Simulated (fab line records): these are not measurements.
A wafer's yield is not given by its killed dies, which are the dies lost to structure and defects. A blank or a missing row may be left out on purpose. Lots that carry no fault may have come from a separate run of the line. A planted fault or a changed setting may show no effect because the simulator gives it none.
Struck lot and sound lot, side by side	flow gf180mcu	22 out of 602 route steps
Sound: wafers L339.1, L339.4, L339.6. Wafers L345.1, L345.4, L345.5 were the ones struck. The cause is given at the end.
Each step with rows lists, per side, the tool, then ch with its chambers, then its first start. Under that, the readings that differ: sound wafers	struck wafers	difference of the means	sigmas: that difference in standard deviations of wafers without a fault.
alike: a reading whose means differ by less than 2 such deviations, as well as words and numbers matching on both sides. not compared: withheld readings; readings where some wafer has no value; bounds like >300 that might hide an equal value; numbers whose values overlap and for which the record gives no deviation.
The two part at a step that has a row with sigmas, a row that says differs or no value, or rows on one side only. When numbers do not overlap yet have no deviation, they are printed without sigmas and do not part them. A reading missing from all wafers of one side parts the sides only when that side holds two or more wafers.

first, 3 steps without rows for these wafers: GF_M2_STRIP_18 (strips in post etch residue remover, time 1200 s); GF_M2_CLEAN_19 (cleans in DIW); GF_V2_CVD_00 (deposits SiO2, target thk 600 nm, time 100 s).
GF_V2_THK_MEAS_01:
  sound: film_metro-02 at day 21 06:23; struck: film_metro-01 at day 23 12:32
  alike: V2_CVD_00_THK
GF_V2_CVD_02: deposits SiO2 from TEOS, target thk 850 nm, time 94.851 s.
  sound on pecvd-03 ch 1,2, day 21 06:27; struck on pecvd-03 ch 0,2, day 23 12:35
  alike: heater_power_w
GF_V2_THK_MEAS_03:
  sound: film_metro-04 at day 21 06:33; struck: film_metro-02 at day 23 12:41
  alike: V2_CVD_02_THK
GF_V2_CMP_04: polishes SiO2.
  sound on cmp-02 ch 1,2, day 21 06:37; struck on cmp-02 ch 0,1,3, day 23 12:51
  alike: motor_current_A, slurry_flow_ml_min, time_to_endpoint_s
GF_V2_BOW_MEAS_05:
  sound: film_metro-02 at day 21 06:55; struck: film_metro-01 at day 23 13:03
  alike: V2_BOW
then, 4 steps without rows for these wafers: GF_V2_DEHYDRATE_06 (time 60 s); GF_V2_HMDS_07 (prime time 60 s); GF_V2_COAT_08; GF_V2_COAT_09 (resist thk 1000 nm).
GF_V2_SOFTBAKE_10: time 60 s.
  sound on litho_track-04 ch 0, day 21 18:00; struck on litho_track-03 ch 0, day 23 23:00
reading	sound	struck	difference	sigmas
heater_power_total_W (W)	92.96 93.04 93.12	98.10 98.20 98.07	+5.08	+86
run_length_s (s)	89.03 89.26 89.15	79.83 79.87 80.12	-9.21	-51
then, 3 steps without rows for these wafers: GF_V2_EXPOSE_11 (exposes mask Via2, target cd 260 nm); GF_V2_PEB_12 (peb time 90 s); GF_V2_DEVELOP_13 (develop time 60 s).
GF_V2_CD_MEAS_14: target cd 260 nm.
  sound: cd_sem-01 at day 22 06:23; struck: cd_sem-01 at day 24 11:41
  alike: cd_nm
GF_V2_OVL_MEAS_15:
  sound: overlay-01 at day 22 06:30; struck: overlay-01 at day 24 11:48
  alike: V2_OVL
GF_V2_ETCH_16: etches BARC in N2/H2.
  sound on rie_diel-02 ch 2,3, day 22 06:32; struck on rie_diel-04 ch 0,1, day 24 11:50
  alike: drypump_motor_current_A, oes_product_au, throttle_valve_pct
  not compared: model.V2.cd_nm
GF_V2_ETCH_17: etches SiO2 in C4F8/O2/Ar, stops on TiN, target depth 630 nm.
  sound: rie_diel-02 ch 2,3; struck: rie_diel-04 ch 0,1
reading	sound	struck	difference	sigmas
model.V2.cd_nm (nm)	260.2 259.8 259.7	258.8 258.1 259.6	-1.1	
  alike: oes_product_au
GF_V2_STRIP_18: strips in O2/N2.
  sound on plasma_asher-04 ch 0,1, day 22 06:40; struck on plasma_asher-02 ch 0,1, day 24 11:58
  alike: drypump_motor_current_A, heater_power_w, oes_product_au
  not compared: rf_hours_counter_h
GF_PASSIVATION_PROBE_99:
  sound wafers here have rows in the record (prober-02, day 30 13:49); struck ones have none

## WHERE THEY PART
Earliest at GF_V2_SOFTBAKE_10; latest, in this record, at GF_PASSIVATION_PROBE_99.

WHY: what the simulator had put in
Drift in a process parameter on litho_track-03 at GF_V2_SOFTBAKE_10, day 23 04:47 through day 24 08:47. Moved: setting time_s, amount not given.
